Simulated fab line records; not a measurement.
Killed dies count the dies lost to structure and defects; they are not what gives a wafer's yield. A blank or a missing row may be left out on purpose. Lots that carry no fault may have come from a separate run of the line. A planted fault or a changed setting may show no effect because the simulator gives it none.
Which tool was responsible? / flow gf180mcu / 15 lots with 45 wafers sampled at 4 steps, on a route of 602 steps

## WHAT THE GAUGES SHOWED, per wafer
GF_STI_THK_MEAS_22.
lot=L746; measured=day 2 02:50; on=film metro-02; STI_OXIDATION_01_THK (nm)=15.18 15.07 15.02
lot=L747; measured=day 2 08:11; on=film metro-02; STI_OXIDATION_01_THK (nm)=14.72 14.70 14.58
lot=L748; measured=day 2 13:17; on=film metro-04; STI_OXIDATION_01_THK (nm)=14.87 14.75 14.97
lot=L749; measured=day 2 17:41; on=film metro-02; STI_OXIDATION_01_THK (nm)=14.64 14.67 14.56
lot=L750; measured=day 3 02:17; on=film metro-04; STI_OXIDATION_01_THK (nm)=14.86 14.49 14.64
lot=L751; measured=day 3 06:19; on=film metro-02; STI_OXIDATION_01_THK (nm)=14.75 14.67 14.54
lot=L752; measured=day 3 09:55; on=film metro-02; STI_OXIDATION_01_THK (nm)=15.10 14.88 14.98
lot=L759; measured=day 5 02:07; on=film metro-01; STI_OXIDATION_01_THK (nm)=15.17 15.19 15.00
lot=L761; measured=day 5 10:07; on=film metro-02; STI_OXIDATION_01_THK (nm)=15.19 15.25 15.32
lot=L763; measured=day 5 19:10; on=film metro-04; STI_OXIDATION_01_THK (nm)=15.24 15.37 15.08
lot=L764; measured=day 6 00:37; on=film metro-02; STI_OXIDATION_01_THK (nm)=15.23 15.18 15.12
lot=L766; measured=day 6 10:06; on=film metro-01; STI_OXIDATION_01_THK (nm)=15.09 14.97 14.99
lot=L767; measured=day 6 15:21; on=film metro-01; STI_OXIDATION_01_THK (nm)=15.15 15.16 15.06
lot=L768; measured=day 6 20:53; on=film metro-04; STI_OXIDATION_01_THK (nm)=14.78 14.70 14.76
lot=L769; measured=day 7 02:52; on=film metro-01; STI_OXIDATION_01_THK (nm)=14.98 14.74 14.67

GF_MVSD_OVL_MEAS_07.
lot=L746; measured=day 4 09:33; on=overlay-02; MVSD_OVL (nm)=-0.6 -0.4 -1.9
lot=L747; measured=day 4 14:25; on=overlay-02; MVSD_OVL (nm)=-0.8 -0.9 -0.9
lot=L748; measured=day 4 21:18; on=overlay-01; MVSD_OVL (nm)=1.9 2.5 2.6
lot=L749; measured=day 5 01:12; on=overlay-02; MVSD_OVL (nm)=-0.4 -2.1 -1.5
lot=L750; measured=day 5 12:27; on=overlay-01; MVSD_OVL (nm)=0.1 1.9 -0.2
lot=L751; measured=day 5 16:18; on=overlay-01; MVSD_OVL (nm)=0.8 0.3 0.0
lot=L752; measured=day 5 19:48; on=overlay-02; MVSD_OVL (nm)=-2.2 -2.5 -1.4
lot=L759; measured=day 7 18:39; on=overlay-01; MVSD_OVL (nm)=2.0 1.6 1.7
lot=L761; measured=day 8 02:42; on=overlay-02; MVSD_OVL (nm)=1.4 1.7 2.2
lot=L763; measured=day 8 13:26; on=overlay-01; MVSD_OVL (nm)=3.4 2.0 -0.3
lot=L764; measured=day 8 18:38; on=overlay-02; MVSD_OVL (nm)=-0.1 0.7 -1.5
lot=L766; measured=day 9 06:18; on=overlay-01; MVSD_OVL (nm)=-0.9 -1.1 0.1
lot=L767; measured=day 9 10:57; on=overlay-01; MVSD_OVL (nm)=-0.5 -0.6 -0.1
lot=L768; measured=day 9 16:49; on=overlay-02; MVSD_OVL (nm)=4.0 4.5 2.7
lot=L769; measured=day 10 00:53; on=overlay-02; MVSD_OVL (nm)=0.9 2.1 0.2

## WHAT TOOL EACH LOT RAN ON (gives the tool, then ch and the chambers of the sampled wafers, and finally the start)
lot=L746; GF_STI_ETCH_14=rie si-02 ch 0,1, day 2 01:10; GF_NWELL_DEVELOP_06=litho track-03 ch 0, day 3 06:00
lot=L747; GF_STI_ETCH_14=rie si-02 ch 0,2,3, day 2 06:24; GF_NWELL_DEVELOP_06=litho track-03 ch 0, day 3 11:00
lot=L748; GF_STI_ETCH_14=rie si-01 ch 1,3, day 2 11:18; GF_NWELL_DEVELOP_06=litho track-03 ch 0, day 3 17:00
lot=L749; GF_STI_ETCH_14=rie si-01 ch 0,1, day 2 16:01; GF_NWELL_DEVELOP_06=litho track-01, day 3 21:00
lot=L750; GF_STI_ETCH_14=rie si-01 ch 0,1,3, day 2 23:03; GF_NWELL_DEVELOP_06=litho track-04, day 4 07:00
lot=L751; GF_STI_ETCH_14=rie si-01 ch 0,1,2, day 3 03:07; GF_NWELL_DEVELOP_06=litho track-01, day 4 10:00
lot=L752; GF_STI_ETCH_14=rie si-02 ch 2,3, day 3 07:52; GF_NWELL_DEVELOP_06=litho track-01 ch 0, day 4 15:00
lot=L759; GF_STI_ETCH_14=rie si-02 ch 0,2,3, day 5 00:27; GF_NWELL_DEVELOP_06=litho track-04 ch 0, day 6 10:00
lot=L761; GF_STI_ETCH_14=rie si-02 ch 0,1,2, day 5 08:27; GF_NWELL_DEVELOP_06=litho track-03 ch 0, day 6 18:00
lot=L763; GF_STI_ETCH_14=rie si-01 ch 1,2, day 5 17:30; GF_NWELL_DEVELOP_06=litho track-04 ch 0, day 7 04:00
lot=L764; GF_STI_ETCH_14=rie si-01 ch 0,2,3, day 5 22:40; GF_NWELL_DEVELOP_06=litho track-03 ch 0, day 7 09:00
lot=L766; GF_STI_ETCH_14=rie si-02 ch 0,1,3, day 6 08:27; GF_NWELL_DEVELOP_06=litho track-04 ch 0, day 7 20:00
lot=L767; GF_STI_ETCH_14=rie si-02 ch 0,1,3, day 6 13:42; GF_NWELL_DEVELOP_06=litho track-01 ch 0, day 8 01:00
lot=L768; GF_STI_ETCH_14=rie si-02 ch 0,1,3, day 6 19:14; GF_NWELL_DEVELOP_06=litho track-04 ch 0, day 8 07:00
lot=L769; GF_STI_ETCH_14=rie si-01 ch 0,3, day 6 23:57; GF_NWELL_DEVELOP_06=litho track-04 ch 0, day 8 13:00
- GF_STI_ETCH_14: etches Si in HBr/Cl2/O2, target depth 360 nm, time 102.9 s.
- GF_NWELL_DEVELOP_06: develop time 60 s.

## AS READ BY THE TOOLS THEMSELVES (means over the sampled wafers that have a number; for cases with no such wafer, the mark the record gives instead)
GF_STI_ETCH_14.
lot=L746; tool=rie si-02; chamber pressure mTorr (mTorr)=15.001; drypump motor current A (A)=5.3; oes product au (a.u.)=1.006; throttle valve pct (%)=25.657
lot=L747; tool=rie si-02; chamber pressure mTorr (mTorr)=14.999; drypump motor current A (A)=5.4; oes product au (a.u.)=0.984; throttle valve pct (%)=25.655
lot=L748; tool=rie si-01; chamber pressure mTorr (mTorr)=15.001; drypump motor current A (A)=5.7; oes product au (a.u.)=1.004; throttle valve pct (%)=25.659
lot=L749; tool=rie si-01; chamber pressure mTorr (mTorr)=15.014; drypump motor current A (A)=5.8; oes product au (a.u.)=0.997; throttle valve pct (%)=25.666
lot=L750; tool=rie si-01; chamber pressure mTorr (mTorr)=14.996; drypump motor current A (A)=5.8; oes product au (a.u.)=0.991; throttle valve pct (%)=25.657
lot=L751; tool=rie si-01; chamber pressure mTorr (mTorr)=14.998; drypump motor current A (A)=5.8; oes product au (a.u.)=0.999; throttle valve pct (%)=25.663
lot=L752; tool=rie si-02; chamber pressure mTorr (mTorr)=15.013; drypump motor current A (A)=5.2; oes product au (a.u.)=0.997; throttle valve pct (%)=25.661
lot=L759; tool=rie si-02; chamber pressure mTorr (mTorr)=15.008; drypump motor current A (A)=5.4; oes product au (a.u.)=0.994; throttle valve pct (%)=25.657
lot=L761; tool=rie si-02; chamber pressure mTorr (mTorr)=14.996; drypump motor current A (A)=5.5; oes product au (a.u.)=0.991; throttle valve pct (%)=25.664
lot=L763; tool=rie si-01; chamber pressure mTorr (mTorr)=14.991; drypump motor current A (A)=5.7; oes product au (a.u.)=1.000; throttle valve pct (%)=25.655
lot=L764; tool=rie si-01; chamber pressure mTorr (mTorr)=14.997; drypump motor current A (A)=5.9; oes product au (a.u.)=1.005; throttle valve pct (%)=25.657
lot=L766; tool=rie si-02; chamber pressure mTorr (mTorr)=15.001; drypump motor current A (A)=5.2; oes product au (a.u.)=0.997; throttle valve pct (%)=25.650
lot=L767; tool=rie si-02; chamber pressure mTorr (mTorr)=15.006; drypump motor current A (A)=5.2; oes product au (a.u.)=1.003; throttle valve pct (%)=25.648
lot=L768; tool=rie si-02; chamber pressure mTorr (mTorr)=15.003; drypump motor current A (A)=5.2; oes product au (a.u.)=0.998; throttle valve pct (%)=25.658
lot=L769; tool=rie si-01; chamber pressure mTorr (mTorr)=15.009; drypump motor current A (A)=5.9; oes product au (a.u.)=0.988; throttle valve pct (%)=25.670

GF_NWELL_DEVELOP_06.
lot=L746; tool=litho track-03; chill plate temp C (C)=22.96; developer temp C (C)=22.97
lot=L747; tool=litho track-03; chill plate temp C (C)=22.95; developer temp C (C)=23.08
lot=L748; tool=litho track-03; chill plate temp C (C)=22.99; developer temp C (C)=22.91
lot=L749; tool=litho track-01; chill plate temp C (C)=-; developer temp C (C)=-
lot=L750; tool=litho track-04; chill plate temp C (C)=-; developer temp C (C)=-
lot=L751; tool=litho track-01; chill plate temp C (C)=-; developer temp C (C)=-
lot=L752; tool=litho track-01; chill plate temp C (C)=23.00; developer temp C (C)=22.97
lot=L759; tool=litho track-04; chill plate temp C (C)=23.06; developer temp C (C)=23.12
lot=L761; tool=litho track-03; chill plate temp C (C)=22.89; developer temp C (C)=23.06
lot=L763; tool=litho track-04; chill plate temp C (C)=23.13; developer temp C (C)=22.99
lot=L764; tool=litho track-03; chill plate temp C (C)=23.11; developer temp C (C)=22.88
lot=L766; tool=litho track-04; chill plate temp C (C)=22.99; developer temp C (C)=22.98
lot=L767; tool=litho track-01; chill plate temp C (C)=23.04; developer temp C (C)=22.97
lot=L768; tool=litho track-04; chill plate temp C (C)=22.87; developer temp C (C)=23.05
lot=L769; tool=litho track-04; chill plate temp C (C)=23.01; developer temp C (C)=22.95

## THE ANSWER, worked out from the rows above alone
Rule: what is usual is taken from the lots themselves. Put in order of their means at a reading, lots are off if they are a third of the lots or fewer, leave a main group of 4 or more, and stand apart from it by a gap of 3 or more times the standard deviation of the main group's means; of several such gaps the widest counts. A main group whose means are all the same, to the digits that the tables above print for the reading, isn't used. Also off: a lot with no number at a reading for which 4 or more lots have one. Where the step has rows for the other lots, those lots are counted as sound. After the gauges, taken in route order, come the tools' own readings; for these a lot's mean is taken, as printed above. At the first step where some lot is off, the reading lying furthest off is the one used; lots without a number count as furthest.
Off: L749, L750, L751 (GF_NWELL_DEVELOP_06, chill plate temp C). Without a number there: L749, L750, L751. The main group: mean 23.00 C, standard deviation 0.075.
If a tool, at that step or one of the process steps before it, ran each lot that is off and ran no sound lot following the first of them, it fits. No candidate that was tried fits.

## WHAT THE SIMULATOR HAD PUT IN
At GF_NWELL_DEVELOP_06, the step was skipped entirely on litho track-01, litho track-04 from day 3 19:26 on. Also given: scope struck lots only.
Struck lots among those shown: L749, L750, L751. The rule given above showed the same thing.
